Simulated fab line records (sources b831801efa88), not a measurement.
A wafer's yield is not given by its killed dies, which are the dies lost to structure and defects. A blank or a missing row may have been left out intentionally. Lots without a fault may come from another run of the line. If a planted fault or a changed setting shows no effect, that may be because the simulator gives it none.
A lot that was struck, set against a sound lot -- flow sky130 -- 18 steps out of a route of 708
Sound: these wafers, L801.1, L801.2, L801.6. Wafers struck: L812.1, L812.5, L812.6. At the end, the cause is stated.
At each step with rows: each side's tool, then ch and its chambers, then its first start. Under that, the readings that differ: sound wafers -- struck wafers -- difference of the means -- sigmas: that difference in standard deviations of wafers without a fault.
alike: readings whose means differ by less than 2 such deviations, and words and numbers that are the same on both sides. not compared: withheld readings, readings that some wafer has no value for, bounds like >300 that may hide the same value, and numbers for which the record gives no deviation and whose values overlap.
The two part at a step that has a row with sigmas, a row that says differs or no value, or rows on one side only. Non-overlapping numbers with no deviation appear without sigmas and do not part them. A reading missing from all wafers of one side parts the sides only when that side holds two or more wafers.

first, 5 steps without rows for these wafers: SKY_VIA4_COAT_06 (resist thk 1140 nm); SKY_VIA4_SOFTBAKE_07 (time 60 s); SKY_VIA4_EXPOSE_08 (exposes mask VIM4, target cd 800 nm); SKY_VIA4_PEB_09; SKY_VIA4_DEVELOP_10 (develop time 60 s).
SKY_VIA4_OVL_MEAS_11:
  sound: overlay-01 at day 44 02:26; struck: overlay-01 at day 47 05:02
  alike: VIA4_OVL
SKY_VIA4_ETCH_12: etches SiO2 in C4F8/O2/Ar, stops on TiN, target depth 580 nm.
  sound on rieDiel-04 ch 0,1,2, day 44 02:28; struck on rieDiel-04 ch 0,3, day 47 05:04
  alike: biasW, oesProductAu
SKY_VIA4_STRIP_13: strips in O2/N2.
  sound on plasmaAsher-02 ch 0,1, day 44 02:32; struck on plasmaAsher-03 ch 0,1, day 47 05:08
  alike: drypumpMotorCurrentA, oesProductAu, stripTimeToEndpointS
  not compared: rfHoursCounterH
then, 3 steps without rows for these wafers: SKY_VIA4_STRIP_14 (strips in post etch residue remover, time 1200 s); SKY_VIA4_CLEAN_15 (cleans in IPA, time 180 s); SKY_VIA4_CLEAN_16 (cleans in O3/DIW).
SKY_VIA4_SPUTTER_17: material TiN, target thk 20 nm, time 80 s.
  sound: pvdSputter-03 at day 44 03:08; struck: pvdSputter-02 at day 47 05:55
  alike: throttleValvePct
SKY_VIA4_CVD_18: deposits W, target thk 505 nm, time 152.14 s.
  sound on cvdW-01 ch 0,1, day 44 03:11; struck on cvdW-01 ch 0,1, day 47 05:59
  no value came back on the struck wafers for chamberPressureTorr (Torr), heaterPowerOuterW (W), heaterPowerW (W), timeS (s); on the sound wafers chamberPressureTorr (Torr) reads 40.05 40.13 39.85
SKY_VIA4_RS_MEAS_19: uses a four-point probe to measure.
  sound: filmMetro-03 at day 44 03:21; struck: filmMetro-02 at day 47 06:08
reading,sound,struck,difference,sigmas
VIA4_W_RS (ohm/sq),0.2157 0.2186 0.2181,55.854 55.336 55.774,+55.437,+99 or more
SKY_VIA4_THK_MEAS_20: measures by xrf.
  sound: filmMetro-03 at day 44 03:28; struck: filmMetro-02 at day 47 06:15
reading,sound,struck,difference,sigmas
VIA4_W_THK (nm),541 534 538,- - -,no value on the struck wafers,
SKY_VIA4_CMP_21: polishes, stops on SiO2, t overpolish 25 s, target thk 0 nm.
  sound on cmp-01 ch 0,2, day 44 03:32; struck on cmp-01 ch 0,1,2, day 47 06:40
reading,sound,struck,difference,sigmas
timeToEndpointS (s),128 127 127,0 0 0,-127,-30
  alike: motorCurrentA, slurryFlowMlMin
SKY_METAL5_SPUTTER_00: material Ti, target thk 15 nm, time 10 s.
  sound: pvdSputter-02 at day 44 03:50; struck: pvdSputter-02 at day 47 06:52
  alike: throttleValvePct
-- the record jumps here: 3 days lie between the struck wafers' starts before and after (it left off in module METAL5 and takes up again in module PAD_OPEN, whose first step shown is number 708 of the route) --
SKY_PAD_OPEN_PROBE_99:
  sound: prober-02 at day 46 23:27; struck: prober-01 at day 49 19:09
reading,sound,struck,difference,sigmas
model.etest.via4Chain.rcOhm,0.7781 0.7821 0.7892,0.6995 0.6738 0.6876,-0.0962,
  alike: defectLimitedYield, killed_at_M0_to_M3, killed_at_M4_up, killedAtContacts, killedAtFrontEnd, killedAtOther, killedDies, killedOpen, killedShort, sort_bin_3_pad_short, sort_bin_5_function, sort_bin_6_memory, sortNPass, sortYieldPct

## WHERE THEY PART
At SKY_VIA4_CVD_18 first; at SKY_VIA4_CMP_21 last (within this record only). Later steps at which nothing parts them and some readings are alike: SKY_METAL5_SPUTTER_00, SKY_PAD_OPEN_PROBE_99.

WHY: the cause the simulator had injected
Step skipped in full: cvdW-01, at SKY_VIA4_CVD_18, from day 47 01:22 onward. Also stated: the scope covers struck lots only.
